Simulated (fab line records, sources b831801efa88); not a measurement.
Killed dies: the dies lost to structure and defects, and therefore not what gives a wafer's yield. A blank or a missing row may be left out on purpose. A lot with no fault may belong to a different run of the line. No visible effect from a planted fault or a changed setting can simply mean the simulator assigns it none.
fab line records	flow sfqLine
record: lots: 5	wafers: 23
route steps=325 shown INCOMING@2 L0@3 L0V@18 M0@29 I0@47 M1@62
startH: start of the lot's first displayed wafer, in hours after the record's first day	waitH: time in hours since the lot's previous step	" repeats the value in the row above	L1.1+2: a row that stands for several wafers	- value missing, or start not given	* or withheld: withheld	< > ~ a bound
route shown NAME@n: a module of which the file shows steps, and the number in the route of the first	usual: the fault-free wafers' mean and standard deviation	same: alike in all rows	chamber/n: place in a boat	sites: per-site readings	_std_site: the values' standard deviation	_edge_site: the outer-site mean with the inner-site mean subtracted	radiusMm: for every site, how far away it sits from the centre of the wafer	mask NAME#n: copy n	behind: the most recent tool/chamber to have shaped the wafer	hold: why the lot was held/for how many hours/how that ended	device: the transistor (n, p or np) that didn't switch	end of line: the route-end tests of the same wafers	step lacking rows: just its recipe	killed: not the wafer's yield, but the dies lost to structure and defects at the first sort	map: per-die view of a wafer (x killed, . not killed, _ where there is no die)
set.NAME: the setting as run; set.NAME@STEP: as run at that earlier step	model.NAME: the simulator's own value behind a step, which no gauge read
one table per step and one row per wafer, for lots whose settings were changed on purpose
== steps ==
step: SFQ_TRILAYER_INCOMING_OXIDATION_002
recipe: tempC: 1000	ambient: H2O	targetThkA: 5000	pH2oTorr: 720	oxTimeS: 4939
lot.wafer	tool	chamber	startH	waitH	set.tempC	model.SiO2_of_TRILAYER_INCOMING_OXIDATION_002.thkNm
L078.1	-	-	-	0.1	978.8	426
L078.3	"	-	"	"	978.8	427.9
L078.4	"	-	"	"	978.8	423.3
L078.5	"	-	"	"	978.8	426.1
L078.6	"	-	"	"	978.8	418.6
L079.3	furnace-02	0	35.12	0.1	1000	503.9
L079.4	"	0	"	"	1000	498.4
L079.5	"	0	"	"	1000	494.8
L081.1+3	-	-	-	0.1	973.1	406
L081.4	"	-	"	"	973.1	412.2
L081.5	"	-	"	"	973.1	413.2
L081.6	"	-	"	"	973.1	401.9
L083.1	-	-	-	0.1	1025	585.4
L083.2	"	-	"	"	1025	574.6
L083.3	"	-	"	"	1025	577.1
L083.5	"	-	"	"	1025	586.2
L083.6	"	-	"	"	1025	575
L085.1	-	-	-	0.1	1030	588
L085.3	"	-	"	"	1030	585.2
L085.4	"	-	"	"	1030	592.4
L085.5	"	-	"	"	1030	594.2
L085.6	"	-	"	"	1030	587.8
step: SFQ_TRILAYER_L0_DEP_SPUTTER_003
recipe: material: MoNx_KI	basePressurePa: 1.33e-06	targetThkNm: 40	powerW: 800	timeS: 100	chamberPressurePa: 0.4
lot.wafer	tool	chamber	startH	waitH	set.powerW	model.MoNx_KI_of_TRILAYER_L0_DEP_SPUTTER_003.thkNm
L078.1	pvdSputter-05	-	-	-	800	40.97
L078.3	"	-	"	"	800	39.64
L078.4	"	-	"	"	706.8	36.56
L078.5	"	-	"	"	800	40.89
L078.6	"	-	"	"	706.8	34.7
L079.3	pvdSputter-03	-	37.49	0.0	800	39.48
L079.4	"	-	"	"	800	39.94
L079.5	"	-	"	"	800	41.17
L081.1	pvdSputter-05	-	-	-	849.8	41.76
L081.3	"	-	"	"	800	40.2
L081.4	"	-	"	"	849.8	40.79
L081.5	"	-	"	"	800	39.18
L081.6	"	-	"	"	849.8	42.1
L083.1	pvdSputter-06	-	-	-	800	40.29
L083.2	"	-	"	"	800	39.44
L083.3	"	-	"	"	800	40.26
L083.5	"	-	"	"	800	40.09
L083.6	"	-	"	"	800	40.03
L085.1	pvdSputter-03	-	-	-	732.9	36.64
L085.3	"	-	"	"	732.9	36.57
L085.4	"	-	"	"	732.9	37.53
L085.5	"	-	"	"	800	40.24
L085.6	"	-	"	"	800	41.07
step: SFQ_L0_RS_MEAS_901
recipe: thkMeasGauge: four-point-probe	reads: MoNx_KI_of_TRILAYER_L0_DEP_SPUTTER_003
usual: L0_MONX_KI_RS: 43.5/0.82
lot.wafer	tool	chamber	startH	waitH	set.powerW@TRILAYER_L0_DEP_SPUTTER_003	L0_MONX_KI_RS[ohm/sq]
L078.1	filmMetro-02	-	32.56	0.0	800	42.5
L078.3	"	-	"	"	800	44.1
L078.4	"	-	"	"	706.8	47.7
L078.5	"	-	"	"	800	42.6
L078.6	"	-	"	"	706.8	50.2
L079.3	filmMetro-02	-	37.60	0.1	800	44.2
L079.4	"	-	"	"	800	43.7
L079.5	"	-	"	"	800	42.4
L081.1	filmMetro-04	-	47.56	0.0	849.8	41.7
L081.3	"	-	"	"	800	43.3
L081.4	"	-	"	"	849.8	42.6
L081.5	"	-	"	"	800	44.4
L081.6	"	-	"	"	849.8	41.3
L083.1	filmMetro-02	-	57.56	0.0	800	43.3
L083.2	"	-	"	"	800	44.2
L083.3	"	-	"	"	800	43.3
L083.5	"	-	"	"	800	43.5
L083.6	"	-	"	"	800	43.5
L085.1	filmMetro-04	-	67.56	0.0	732.9	47.5
L085.3	"	-	"	"	732.9	47.5
L085.4	"	-	"	"	732.9	46.3
L085.5	"	-	"	"	800	43.3
L085.6	"	-	"	"	800	42.3
step: SFQ_L0_THK_MEAS_902
recipe: thkMeasGauge: xrf	reads: MoNx_KI_of_TRILAYER_L0_DEP_SPUTTER_003
usual: L0_MONX_KI_THK: 39.9/0.78
lot.wafer	tool	chamber	startH	waitH	set.powerW@TRILAYER_L0_DEP_SPUTTER_003	L0_MONX_KI_THK[nm]
L078.1	filmMetro-02	-	32.68	0.1	800	40.8
L078.3	"	-	"	"	800	39.7
L078.4	"	-	"	"	706.8	36.3
L078.5	"	-	"	"	800	41.0
L078.6	"	-	"	"	706.8	34.7
L079.3	filmMetro-02	-	37.70	0.1	800	39.3
L079.4	"	-	"	"	800	39.8
L079.5	"	-	"	"	800	41.0
L081.1	filmMetro-04	-	47.68	0.1	849.8	41.4
L081.3	"	-	"	"	800	40.0
L081.4	"	-	"	"	849.8	40.5
L081.5	"	-	"	"	800	39.1
L081.6	"	-	"	"	849.8	42.0
L083.1	filmMetro-02	-	57.68	0.1	800	40.5
L083.2	"	-	"	"	800	39.6
L083.3	"	-	"	"	800	40.3
L083.5	"	-	"	"	800	40.2
L083.6	"	-	"	"	800	40.1
L085.1	filmMetro-04	-	67.68	0.1	732.9	36.5
L085.3	"	-	"	"	732.9	36.6
L085.4	"	-	"	"	732.9	37.5
L085.5	"	-	"	"	800	40.1
L085.6	"	-	"	"	800	40.9
step: SFQ_TRILAYER_L0_ETCH_METAL_ETCH_008
recipe: target: MoNx_KI	stopOn: SiO2	maskMaterial: PR	chemistry: SF6/O2	targetDepthNm: 50	icpW: 600	biasW: 80	pressureMtorr: 10	timeS: 25
usual: oesProductAu: 0.873/0.01
lot.wafer	tool	chamber	startH	waitH	set.icpW	set.powerW@TRILAYER_L0_DEP_SPUTTER_003	oesProductAu
L078.1	rieMetal-03	1	92.98	0.0	564	800	0.879
L078.3	"	1	"	"	564	800	0.861
L078.4	"	0	"	"	564	706.8	0.822
L078.5	"	1	"	"	600	800	0.882
L078.6	"	0	"	"	600	706.8	0.812
L079.3	rieMetal-01	0	103.87	0.1	600	800	0.863
L079.4	"	0	"	"	600	800	0.869
L079.5	"	0	"	"	600	800	0.880
L081.1	rieMetal-03	0	110.98	0.0	600	849.8	0.897
L081.3	"	0	"	"	600	800	0.877
L081.4	"	1	"	"	628.7	849.8	0.885
L081.5	"	0	"	"	628.7	800	0.860
L081.6	"	1	"	"	600	849.8	0.902
L083.1	rieMetal-01	0	125.38	0.0	577.9	800	0.880
L083.2	"	1	"	"	577.9	800	0.864
L083.3	"	1	"	"	600	800	0.869
L083.5	"	0	"	"	577.9	800	0.873
L083.6	"	1	"	"	600	800	0.867
L085.1	rieMetal-04	1	140.98	0.0	549.5	732.9	0.829
L085.3	"	1	"	"	549.5	732.9	0.835
L085.4	"	0	"	"	600	732.9	0.846
L085.5	"	1	"	"	600	800	0.880
L085.6	"	0	"	"	549.5	800	0.885
step: SFQ_TRILAYER_L0_VIA_LITHO_COAT_013
recipe: resist: KrF	spinRpm: 3000	resistThkNm: 650
lot.wafer	tool	chamber	startH	waitH	set.resistThkNm	model.KrF_of_TRILAYER_L0_VIA_LITHO_COAT_013.thkNm
L078.1	lithoTrack-03	0	94.14	0.2	650	652.8
L078.3	"	0	"	"	683.4	685.1
L078.4	"	0	"	"	683.4	687.5
L078.5	"	0	"	"	650	653.4
L078.6	"	0	"	"	683.4	684
L079.3	lithoTrack-03	0	105.73	0.2	650	652.3
L079.4	"	0	"	"	650	650.7
L079.5	"	0	"	"	650	653.4
L081.1	lithoTrack-04	0	112.12	0.2	650	648.1
L081.3	"	0	"	"	650	647.7
L081.4	"	0	"	"	650	645.4
L081.5	"	0	"	"	650	646.7
L081.6	"	0	"	"	650	648.7
L083.1	lithoTrack-03	0	126.52	0.2	650	652.9
L083.2	"	0	"	"	650	651.8
L083.3	"	0	"	"	650	651.3
L083.5	"	0	"	"	650	650.7
L083.6	"	0	"	"	650	650.6
L085.1	lithoTrack-03	0	142.14	0.2	650	650.8
L085.3	"	0	"	"	650	651.4
L085.4	"	0	"	"	668.9	671.3
L085.5	"	0	"	"	668.9	669.6
L085.6	"	0	"	"	668.9	669.4
step: SFQ_TRILAYER_L0_VIA_BARC_OPEN_VIA_ETCH_021
recipe: maskMaterial: PR	chemistry: O2	targetDepthNm: 125	target: BARC	sourceW: 500	biasW: 80	pressureMtorr: 30	timeS: 41.7
lot.wafer	tool	chamber	startH	waitH	set.biasW	set.resistThkNm@TRILAYER_L0_VIA_LITHO_COAT_013	model.KrF_of_TRILAYER_L0_VIA_LITHO_COAT_013.thkNm
L078.1	rieDiel-04	1	182.00	0.0	74.45	650	577.3
L078.3	"	2	"	"	80	683.4	611
L078.4	"	3	"	"	74.45	683.4	614.4
L078.5	"	1	"	"	80	650	576.8
L078.6	"	0	"	"	80	683.4	609.6
L079.3	rieDiel-04	1	196.40	0.0	80	650	576.1
L079.4	"	2	"	"	80	650	576.4
L079.5	"	1	"	"	80	650	576.8
L081.1	rieDiel-03	3	207.32	0.0	80	650	571.8
L081.3	"	1	"	"	83.42	650	567.4
L081.4	"	2	"	"	83.42	650	569
L081.5	"	0	"	"	80	650	568.6
L081.6	"	1	"	"	83.42	650	568.8
L083.1	rieDiel-04	3	222.95	0.0	80	650	579.2
L083.2+6	"	2,3	"	"	80	650	577.2
L083.3	"	0	"	"	80	650	577.1
L083.5	"	0	"	"	80	650	576
L085.1	rieDiel-03	2	236.15	0.0	87.72	650	574.7
L085.3	"	3	"	"	80	650	575.2
L085.4	"	0	"	"	87.72	668.9	593.5
L085.5	"	1	"	"	80	668.9	590.9
L085.6	"	2	"	"	80	668.9	594.3
step: SFQ_TRILAYER_L0_VIA_ETCH_VIA_ETCH_016
recipe: target: SiO2	stopOn: MoNx_KI	maskMaterial: PR	chemistry: CHF3	targetDepthNm: 80	sourceW: 500	biasW: 80	pressureMtorr: 30	timeS: withheld
lot.wafer	tool	chamber	startH	waitH	set.resistThkNm@TRILAYER_L0_VIA_LITHO_COAT_013	model.KrF_of_TRILAYER_L0_VIA_LITHO_COAT_013.thkNm
L078.1	rieDiel-04	1	182.04	0.0	650	563.2
L078.3	"	2	"	"	683.4	597.7
L078.4	"	3	"	"	683.4	601.1
L078.5	"	1	"	"	650	562.8
L078.6	"	0	"	"	683.4	596
L079.3	rieDiel-04	1	196.44	0.0	650	561.9
L079.4+5	"	2,1	"	"	650	562.8
L081.1	rieDiel-03	3	207.36	0.0	650	557.9
L081.3	"	1	"	"	650	552.8
L081.4	"	2	"	"	650	555.4
L081.5+6	"	0,1	"	"	650	554.2
L083.1	rieDiel-04	3	222.99	0.0	650	566.1
L083.2	"	2	"	"	650	563.7
L083.3	"	0	"	"	650	563.4
L083.5	"	0	"	"	650	562.5
L083.6	"	3	"	"	650	564
L085.1	rieDiel-03	2	236.19	0.0	650	560.9
L085.3	"	3	"	"	650	561.2
L085.4	"	0	"	"	668.9	579.4
L085.5	"	1	"	"	668.9	576.4
L085.6	"	2	"	"	668.9	580.6
step: SFQ_TRILAYER_M0_DEP_SPUTTER_019
recipe: material: Nb	basePressurePa: 1.33e-06	chamberPressurePa: 0.1333	substrateTempC: 20	resputterCathodeVoltageV: 400	targetThkNm: 200	powerW: 2000	timeS: 133.3
lot.wafer	tool	chamber	startH	waitH	set.timeS	model.Nb_of_TRILAYER_M0_DEP_SPUTTER_019.thkNm
L078.1	pvdSputter-04	-	182.89	0.0	133.3	197.8
L078.3	"	-	"	"	133.3	202
L078.4	"	-	"	"	133.3	195.6
L078.5	"	-	"	"	133.3	198.5
L078.6	"	-	"	"	133.3	201.1
L079.3	pvdSputter-03	-	197.30	0.0	133.3	199.2
L079.4	"	-	"	"	133.3	198.2
L079.5	"	-	"	"	133.3	197.9
L081.1	pvdSputter-06	-	208.81	0.0	133.3	203.1
L081.3	"	-	"	"	133.3	199.7
L081.4	"	-	"	"	145.5	213.5
L081.5	"	-	"	"	145.5	212.9
L081.6	"	-	"	"	145.5	221.1
L083.1	pvdSputter-04	-	223.84	0.0	133.3	203.9
L083.2	"	-	"	"	133.3	198.7
L083.3	"	-	"	"	133.3	198.9
L083.5	"	-	"	"	133.3	202.6
L083.6	"	-	"	"	133.3	195.9
L085.1	pvdSputter-04	-	237.04	0.0	152.4	228.4
L085.3	"	-	"	"	152.4	228.2
L085.4	"	-	"	"	133.3	203.7
L085.5	"	-	"	"	152.4	231.2
L085.6	"	-	"	"	133.3	198.9
step: SFQ_M0_RS_MEAS_904
recipe: thkMeasGauge: four-point-probe	reads: Nb_of_TRILAYER_M0_DEP_SPUTTER_019
usual: M0_NB_RS: 0.890/0.012
lot.wafer	tool	chamber	startH	waitH	set.timeS@TRILAYER_M0_DEP_SPUTTER_019	M0_NB_RS[ohm/sq]
L078.1	filmMetro-04	-	182.98	0.0	133.3	0.899
L078.3	"	-	"	"	133.3	0.878
L078.4	"	-	"	"	133.3	0.910
L078.5	"	-	"	"	133.3	0.895
L078.6	"	-	"	"	133.3	0.884
L079.3	filmMetro-01	-	197.43	0.1	133.3	0.893
L079.4	"	-	"	"	133.3	0.898
L079.5	"	-	"	"	133.3	0.898
L081.1	filmMetro-04	-	208.90	0.0	133.3	0.874
L081.3	"	-	"	"	133.3	0.889
L081.4	"	-	"	"	145.5	0.832
L081.5	"	-	"	"	145.5	0.834
L081.6	"	-	"	"	145.5	0.804
L083.1	filmMetro-04	-	223.93	0.0	133.3	0.871
L083.2	"	-	"	"	133.3	0.896
L083.3	"	-	"	"	133.3	0.892
L083.5	"	-	"	"	133.3	0.875
L083.6	"	-	"	"	133.3	0.906
L085.1	filmMetro-04	-	237.13	0.0	152.4	0.776
L085.3	"	-	"	"	152.4	0.778
L085.4	"	-	"	"	133.3	0.872
L085.5	"	-	"	"	152.4	0.766
L085.6	"	-	"	"	133.3	0.893
step: SFQ_TRILAYER_M0_LITHO_COAT_021
recipe: resist: KrF	spinRpm: 3000	resistThkNm: 600
lot.wafer	tool	chamber	startH	waitH	set.resistThkNm	model.KrF_of_TRILAYER_M0_LITHO_COAT_021.thkNm
L078.1	lithoTrack-04	0	183.46	0.2	600	597.3
L078.3	"	0	"	"	600	599.5
L078.4	"	0	"	"	568.5	566.2
L078.5	"	0	"	"	568.5	564.8
L078.6	"	0	"	"	600	597.5
L079.3	lithoTrack-04	0	197.97	0.2	600	599.9
L079.4	"	0	"	"	600	601.9
L079.5	"	0	"	"	600	599
L081.1	lithoTrack-01	0	209.38	0.2	600	602
L081.3	"	0	"	"	572.2	573.2
L081.4	"	0	"	"	600	-
L081.5+6	"	0	"	"	572.2	-
L083.1	lithoTrack-04	0	224.41	0.2	564.7	564.8
L083.2	"	0	"	"	600	599.4
L083.3	"	0	"	"	564.7	562.8
L083.5	"	0	"	"	564.7	563.2
L083.6	"	0	"	"	600	597.7
L085.1+5	lithoTrack-04	0	237.61	0.2	600	-
L085.3	"	0	"	"	571.5	-
L085.4	"	0	"	"	600	598.7
L085.6	"	0	"	"	571.5	570.7
step: SFQ_TRILAYER_M0_LITHO_SOFTBAKE_025
recipe: tempC: withheld	timeS: withheld	resist: KrF
step: SFQ_TRILAYER_M0_LITHO_EXPOSE_022
recipe: maskId: M0	na: 0.6	sourceShape: conventional	sigmaOuter: 0.65	targetCdNm: 500	doseMj: 14.4
step: SFQ_TRILAYER_M0_BARC_OPEN_METAL_ETCH_031
recipe: maskMaterial: PR	chemistry: O2	targetDepthNm: 125	target: BARC	icpW: 600	biasW: 78.34	pressureMtorr: 10	timeS: 41.7
step: SFQ_TRILAYER_M0_ETCH_METAL_ETCH_024
recipe: target: Nb	stopOn: SiO2	maskMaterial: PR	chemistry: Cl2/Ar	targetDepthNm: 240	icpW: 600	biasW: 80	pressureMtorr: 10	timeS: 120
usual: oesProductAu: 0.895/0.0083
lot.wafer	tool	chamber	startH	waitH	set.timeS@TRILAYER_M0_DEP_SPUTTER_019	oesProductAu
L078.1	rieMetal-04	1	292.61	0.0	133.3	0.897
L078.3	"	1	"	"	133.3	0.898
L078.4	"	0	"	"	133.3	0.890
L078.5	"	1	"	"	133.3	0.883
L078.6	"	0	"	"	133.3	0.901
L079.3	rieMetal-01	1	307.05	0.1	133.3	0.890
L079.4	"	0	"	"	133.3	0.892
L079.5	"	0	"	"	133.3	0.886
L081.1	rieMetal-02	0	321.34	0.0	133.3	0.896
L081.3	"	1	"	"	133.3	0.893
L081.4	"	0	"	"	145.5	0.938
L081.5	"	1	"	"	145.5	0.927
L081.6	"	0	"	"	145.5	0.944
L083.1	rieMetal-02	0	340.54	0.0	133.3	0.913
L083.2	"	1	"	"	133.3	0.880
L083.3	"	1	"	"	133.3	0.891
L083.5	"	0	"	"	133.3	0.898
L083.6	"	1	"	"	133.3	0.882
L085.1	rieMetal-02	0	357.34	0.0	152.4	0.963
L085.3	"	0	"	"	152.4	0.965
L085.4	"	1	"	"	133.3	0.904
L085.5	"	0	"	"	152.4	0.977
L085.6	"	1	"	"	133.3	0.890
step: SFQ_TRILAYER_I0_VIA_LITHO_COAT_036
recipe: resist: BARC	spinRpm: 3000	resistThkNm: 62
lot.wafer	tool	chamber	startH	waitH	set.resistThkNm	model.BARC_of_TRILAYER_I0_VIA_LITHO_COAT_036.thkNm
L078.1+4+5	lithoTrack-03	0	297.91	1.0	62	62.03
L078.3	"	0	"	"	62	61.98
L078.6	"	0	"	"	62	62.16
L079.3	lithoTrack-03	0	315.00	0.7	62	62.13
L079.4	"	0	"	"	62	62.1
L079.5	"	0	"	"	62	62.33
L081.1	lithoTrack-04	0	335.04	1.0	64.95	64.96
L081.3	"	0	"	"	64.95	64.94
L081.4	"	0	"	"	62	61.95
L081.5	"	0	"	"	62	61.69
L081.6	"	0	"	"	64.95	64.93
L083.1	lithoTrack-04	0	350.04	1.0	64.47	64.47
L083.2	"	0	"	"	62	62.29
L083.3	"	0	"	"	62	62.24
L083.5	"	0	"	"	64.47	64.68
L083.6	"	0	"	"	64.47	64.66
L085.1	lithoTrack-01	0	362.64	1.0	62	62.16
L085.3	"	0	"	"	62	62.46
L085.4	"	0	"	"	62	62.3
L085.5	"	0	"	"	64.97	65.29
L085.6	"	0	"	"	64.97	65.31
step: SFQ_TRILAYER_M1_LITHO_COAT_044
recipe: resist: BARC	spinRpm: 3000	resistThkNm: 62
lot.wafer	tool	chamber	startH	waitH	set.resistThkNm	model.BARC_of_TRILAYER_M1_LITHO_COAT_044.thkNm
L078.1	lithoTrack-03	0	414.60	0.1	64.9	64.58
L078.3	"	0	"	"	64.9	64.59
L078.4	"	0	"	"	64.9	64.63
L078.5	"	0	"	"	62	61.63
L078.6	"	0	"	"	62	61.83
L079.3	lithoTrack-03	0	439.88	0.1	62	62.07
L079.4	"	0	"	"	62	61.98
L079.5	"	0	"	"	62	61.95
L081.1	lithoTrack-02	0	465.11	0.1	65.04	64.9
L081.3	"	0	"	"	62	61.79
L081.4	"	0	"	"	65.04	64.78
L081.5	"	0	"	"	62	61.69
L081.6	"	0	"	"	65.04	64.89
L083.1	lithoTrack-03	0	488.31	0.1	60.97	61.16
L083.2	"	0	"	"	60.97	61.13
L083.3	"	0	"	"	62	62
L083.5	"	0	"	"	62	62.21
L083.6	"	0	"	"	62	62.26
L085.1	lithoTrack-02	0	502.36	0.1	62	61.92
L085.3	"	0	"	"	62	62.07
L085.4	"	0	"	"	62	62.04
L085.5	"	0	"	"	62	61.84
L085.6	"	0	"	"	62	61.81
step: SFQ_TRILAYER_M1_LITHO_PEB_042
recipe: pebTempC: 115	pebTimeS: 60	resist: KrF
lot.wafer	tool	chamber	startH	waitH	set.pebTimeS
L078.1+4+5	lithoTrack-03	0	571.05	1.0	66.18
L078.3+6	"	0	"	"	60
L079.3+4+5	lithoTrack-03	0	593.90	0.7	60
L081.1+5	lithoTrack-01	0	620.25	1.0	51.55
L081.3+4+6	"	0	"	"	60
L083.1+2+5	lithoTrack-02	0	638.25	1.0	60
L083.3+6	"	0	"	"	53.55
L085.1+3+4+5+6	lithoTrack-03	0	658.65	1.0	60
step: SFQ_TRILAYER_M1_BARC_OPEN_METAL_ETCH_054
recipe: maskMaterial: PR	chemistry: O2	targetDepthNm: 125	target: BARC	icpW: 600	biasW: 80	pressureMtorr: 10	timeS: 41.7
usual: oesProductAu: 0.685/0.0044
lot.wafer	tool	chamber	startH	waitH	set.icpW	set.resistThkNm@TRILAYER_M1_LITHO_COAT_044	set.pebTimeS@TRILAYER_M1_LITHO_PEB_042	oesProductAu	model.M1.cdNm	model.KrF_of_TRILAYER_M1_LITHO_COAT_039.thkNm
L078.1	rieMetal-01	0	571.38	0.0	600	64.9	66.18	0.706	486.2	521.2
L078.3	"	0	"	"	600	64.9	60	0.706	499.2	518.6
L078.4	"	0	"	"	600	64.9	66.18	0.696	485.6	520.2
L078.5	"	0	"	"	600	62	66.18	0.677	487.5	520.7
L078.6	"	0	"	"	600	62	60	0.682	498.8	522.1
L079.3	rieMetal-04	1	594.20	0.0	600	62	60	0.681	500.2	523.1
L079.4	"	0	"	"	600	62	60	0.686	499.4	524.5
L079.5	"	0	"	"	600	62	60	0.692	499	522.8
L081.1	rieMetal-01	0	620.58	0.0	600	65.04	51.55	0.702	521.5	522.5
L081.3	"	0	"	"	670.7	62	60	0.688	501	516.1
L081.4	"	1	"	"	670.7	65.04	60	0.700	502.1	517
L081.5	"	1	"	"	670.7	62	51.55	0.682	523.4	514.8
L081.6	"	0	"	"	600	65.04	60	0.700	501.1	524.1
L083.1	rieMetal-03	1	638.58	0.0	600	60.97	60	0.680	501	523.4
L083.2	"	0	"	"	600	60.97	60	0.675	499	523.1
L083.3	"	1	"	"	600	62	53.55	0.681	517.8	523.7
L083.5	"	0	"	"	600	62	60	0.683	499.5	523
L083.6	"	1	"	"	600	62	53.55	0.684	517.5	522.7
L085.1	rieMetal-04	0	658.98	0.0	600	62	60	0.685	494.9	522.5
L085.3	"	1	"	"	600	62	60	0.696	497.7	521.5
L085.4	"	0	"	"	626.2	62	60	0.687	495.6	520.6
L085.5	"	0	"	"	626.2	62	60	0.686	495.2	520.6
L085.6	"	1	"	"	600	62	60	0.690	497.3	521.1
== key ==
split: step: SFQ_TRILAYER_INCOMING_OXIDATION_002	setting: tempC	stated: 1000	by: lot
response: step: SFQ_TRILAYER_INCOMING_OXIDATION_002	reading: model.SiO2_of_TRILAYER_INCOMING_OXIDATION_002.thkNm	change: +32.6	per: 1%	r: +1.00
split: step: SFQ_TRILAYER_L0_DEP_SPUTTER_003	setting: powerW	stated: 800	by: wafer
response: step: SFQ_TRILAYER_L0_DEP_SPUTTER_003	reading: model.MoNx_KI_of_TRILAYER_L0_DEP_SPUTTER_003.thkNm	change: +0.407	per: 1%	r: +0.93
response: step: SFQ_L0_RS_MEAS_901	reading: L0_MONX_KI_RS	change: -0.477	per: 1%	r: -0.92
response: step: SFQ_L0_THK_MEAS_902	reading: L0_MONX_KI_THK	change: +0.404	per: 1%	r: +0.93
response: step: SFQ_TRILAYER_L0_ETCH_METAL_ETCH_008	reading: oesProductAu	change: +0.00495	per: 1%	r: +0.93
split: step: SFQ_TRILAYER_L0_ETCH_METAL_ETCH_008	setting: icpW	stated: 600	by: wafer
response none clear
split: step: SFQ_TRILAYER_L0_VIA_LITHO_COAT_013	setting: resistThkNm	stated: 650	by: wafer
response: step: SFQ_TRILAYER_L0_VIA_LITHO_COAT_013	reading: model.KrF_of_TRILAYER_L0_VIA_LITHO_COAT_013.thkNm	change: +6.37	per: 1%	r: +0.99
response: step: SFQ_TRILAYER_L0_VIA_BARC_OPEN_VIA_ETCH_021	reading: model.KrF_of_TRILAYER_L0_VIA_LITHO_COAT_013.thkNm	change: +6.6	per: 1%	r: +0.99
response: step: SFQ_TRILAYER_L0_VIA_ETCH_VIA_ETCH_016	reading: model.KrF_of_TRILAYER_L0_VIA_LITHO_COAT_013.thkNm	change: +6.68	per: 1%	r: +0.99
split: step: SFQ_TRILAYER_L0_VIA_BARC_OPEN_VIA_ETCH_021	setting: biasW	stated: 80	by: wafer
response none clear
split: step: SFQ_TRILAYER_M0_DEP_SPUTTER_019	setting: timeS	stated: 133.3	by: wafer
response: step: SFQ_TRILAYER_M0_DEP_SPUTTER_019	reading: model.Nb_of_TRILAYER_M0_DEP_SPUTTER_019.thkNm	change: +1.84	per: 1%	r: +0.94
response: step: SFQ_M0_RS_MEAS_904	reading: M0_NB_RS	change: -0.00727	per: 1%	r: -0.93
response: step: SFQ_TRILAYER_M0_ETCH_METAL_ETCH_024	reading: oesProductAu	change: +0.00486	per: 1%	r: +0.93
split: step: SFQ_TRILAYER_M0_LITHO_COAT_021	setting: resistThkNm	stated: 600	by: wafer
response: step: SFQ_TRILAYER_M0_LITHO_COAT_021	reading: model.KrF_of_TRILAYER_M0_LITHO_COAT_021.thkNm	change: +6.06	per: 1%	r: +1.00
split: step: SFQ_TRILAYER_I0_VIA_LITHO_COAT_036	setting: resistThkNm	stated: 62	by: wafer
response: step: SFQ_TRILAYER_I0_VIA_LITHO_COAT_036	reading: model.BARC_of_TRILAYER_I0_VIA_LITHO_COAT_036.thkNm	change: +0.626	per: 1%	r: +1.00
split: step: SFQ_TRILAYER_M1_LITHO_COAT_044	setting: resistThkNm	stated: 62	by: wafer
response: step: SFQ_TRILAYER_M1_LITHO_COAT_044	reading: model.BARC_of_TRILAYER_M1_LITHO_COAT_044.thkNm	change: +0.624	per: 1%	r: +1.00
response: step: SFQ_TRILAYER_M1_BARC_OPEN_METAL_ETCH_054	reading: oesProductAu	change: +0.00403	per: 1%	r: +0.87
split: step: SFQ_TRILAYER_M1_LITHO_PEB_042	setting: pebTimeS	stated: 60	by: wafer
response: step: SFQ_TRILAYER_M1_BARC_OPEN_METAL_ETCH_054	reading: model.M1.cdNm	change: -1.47	per: 1%	r: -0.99
split: step: SFQ_TRILAYER_M1_BARC_OPEN_METAL_ETCH_054	setting: icpW	stated: 600	by: wafer
response: step: SFQ_TRILAYER_M1_BARC_OPEN_METAL_ETCH_054	reading: model.KrF_of_TRILAYER_M1_LITHO_COAT_039.thkNm	change: -0.579	per: 1%	r: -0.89
